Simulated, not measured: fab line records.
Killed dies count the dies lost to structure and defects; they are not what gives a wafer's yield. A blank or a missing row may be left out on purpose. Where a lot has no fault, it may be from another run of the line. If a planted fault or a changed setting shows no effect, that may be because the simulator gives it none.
Which tool was responsible? | flow gf180mcu | 13 lots, 39 wafers sampled, at 4 steps of a route of 602

== WHAT THE GAUGES READ, wafer by wafer ==
GF_VT_IMPLANT_RS_MEAS_49: uses a four-point probe to measure. Usual: MVPSD_RS typically reads 1167.9 ohm/sq, with standard deviation 2.7.
lot  | measured     | on            | MVPSD_RS (ohm/sq)                         | flag
L759 | day 7 20:40  | film-metro-01 | 1166.1 1167.6 1167.6                      |
L760 | day 8 08:34  | film-metro-01 | 1164.4 1168.7 1166.4                      |
L761 | day 8 08:49  | film-metro-02 | 1168.6 1164.6 1166.8                      |
L762 | day 8 18:19  | film-metro-01 | 1171.5 1169.6 1170.8                      |
L763 | day 8 22:48  | film-metro-01 | 1175.5 1167.9 1172.0                      |
L764 | day 9 05:41  | film-metro-04 | 1172.8 1170.3 1172.5                      |
L766 | day 9 21:28  | film-metro-01 | 1172.8 1169.8 1170.5                      |
L767 | day 10 03:04 | film-metro-01 | 1178.7 1175.0 1178.1 1178.3 1177.8 1178.1 | OFF
L776 | day 12 14:02 | film-metro-02 | 1168.5 1165.7 1167.2                      |
L777 | day 12 21:16 | film-metro-01 | 1166.5 1167.2 1164.9                      |
L778 | day 13 01:32 | film-metro-01 | 1168.9 1170.9 1171.1                      |
L780 | day 13 21:12 | film-metro-02 | 1167.1 1166.4 1166.5                      |
L781 | day 14 00:04 | film-metro-04 | 1168.6 1168.8 1163.9                      |

GF_HV_LDD_CD_MEAS_07: the cd target is 400 nm. Usual: 400.1 nm for cd-nm, sd 2.
lot  | measured     | on        | cd-nm (nm)        | flag
L759 | day 10 09:09 | cd-sem-01 | 398.1 399.3 399.2 |
L760 | day 10 19:06 | cd-sem-02 | 400.0 397.4 397.5 |
L761 | day 10 21:25 | cd-sem-01 | 400.1 401.5 400.1 |
L762 | day 11 07:09 | cd-sem-01 | 401.7 401.6 403.0 |
L763 | day 11 12:35 | cd-sem-01 | 399.3 397.4 397.8 |
L764 | day 11 21:22 | cd-sem-01 | 405.9 404.7 402.5 |
L766 | day 12 13:54 | cd-sem-02 | 401.6 398.9 399.3 |
L767 | day 12 19:12 | cd-sem-02 | 399.9 398.9 399.1 |
L776 | day 15 11:52 | cd-sem-01 | 398.5 399.2 403.9 |
L777 | day 15 19:52 | cd-sem-01 | 403.0 403.8 405.4 |
L778 | day 15 23:56 | cd-sem-02 | 401.2 401.4 402.6 |
L780 | day 16 19:38 | cd-sem-02 | 399.0 400.1 399.5 |
L781 | day 17 03:13 | cd-sem-01 | 399.9 399.5 401.0 |

GF_PSD_RS_MEAS_15: uses a four-point probe to measure. Usual: PSD_RS typically reads 108.44 ohm/sq, with standard deviation 0.24.
lot  | measured     | on            | PSD_RS (ohm/sq)      | flag
L759 | day 14 16:04 | film-metro-01 | 108.22 108.42 108.04 |
L760 | day 15 02:47 | film-metro-03 | 108.69 108.57 108.59 |
L761 | day 15 06:58 | film-metro-04 | 108.27 108.58 108.89 |
L762 | day 15 16:38 | film-metro-03 | 108.32 108.21 108.27 |
L763 | day 15 23:46 | film-metro-01 | 108.80 108.85 108.81 |
L764 | day 16 09:27 | film-metro-04 | 108.73 108.77 108.84 |
L766 | day 17 05:07 | film-metro-01 | 108.53 109.03 108.63 |
L767 | day 17 11:22 | film-metro-04 | 108.22 108.24 107.86 |
L776 | day 20 16:04 | film-metro-03 | 108.45 108.86 108.65 |
L777 | day 20 22:16 | film-metro-04 | 108.23 108.60 108.50 |
L778 | day 21 04:02 | film-metro-04 | 108.31 108.24 108.43 |
L780 | day 22 01:31 | film-metro-03 | 108.04 108.09 108.52 |
L781 | day 22 08:38 | film-metro-04 | 108.55 108.34 108.65 |

== WHAT TOOL EACH LOT RAN ON (gives the tool, then ch and the chambers of the sampled wafers, and finally the start) ==
lot  | GF_MVPSD_IMPLANT_09
L759 | implanter-03 ch 0, day 5 06:41
L760 | implanter-03 ch 0, day 5 18:05
L761 | implanter-02 ch 0, day 5 19:03
L762 | implanter-01 ch 0, day 6 03:09
L763 | implanter-01 ch 0, day 6 05:42
L764 | implanter-01 ch 0, day 6 12:19
L766 | implanter-03 ch 0, day 7 01:41
L767 | implanter-01 ch 0, day 7 06:56
L776 | implanter-03 ch 0, day 9 11:13
L777 | implanter-03 ch 0, day 9 18:27
L778 | implanter-03 ch 0, day 9 22:25
L780 | implanter-03 ch 0, day 10 14:47
L781 | implanter-01 ch 0, day 10 17:57
- GF_MVPSD_IMPLANT_09

== WHAT THE TOOLS THEMSELVES READ (means of the sampled wafers that have a number; where no wafer has one, the mark that the record gives instead) ==
The record holds no such reading with a usual standard deviation.

== THE ANSWER, worked out from the rows above alone ==
Rule: a lot counts as off when the mean over its wafers that have a number is more than 3 standard deviations away from the usual mean. A lot without any number at a reading at which 4 lots or more have one is off too. All remaining lots with rows at the step are treated as sound. Order of review: gauges by route order, followed by the tools' own readings, for which a lot's mean as printed above is used. The first step at which some lot is off is used, and at that step the reading that is off furthest; a lot without a number counts as furthest.
Off: L767, seen at GF_VT_IMPLANT_RS_MEAS_49 (MVPSD_RS).
If a tool, at a process step before that reading, ran all the lots that are off and no sound lot after the first of them, it fits. The gauges at GF_VT_IMPLANT_RS_MEAS_49 are tried like those tools. Not one of the candidates tried fits.

== WHAT THE SIMULATOR HAD PUT IN ==
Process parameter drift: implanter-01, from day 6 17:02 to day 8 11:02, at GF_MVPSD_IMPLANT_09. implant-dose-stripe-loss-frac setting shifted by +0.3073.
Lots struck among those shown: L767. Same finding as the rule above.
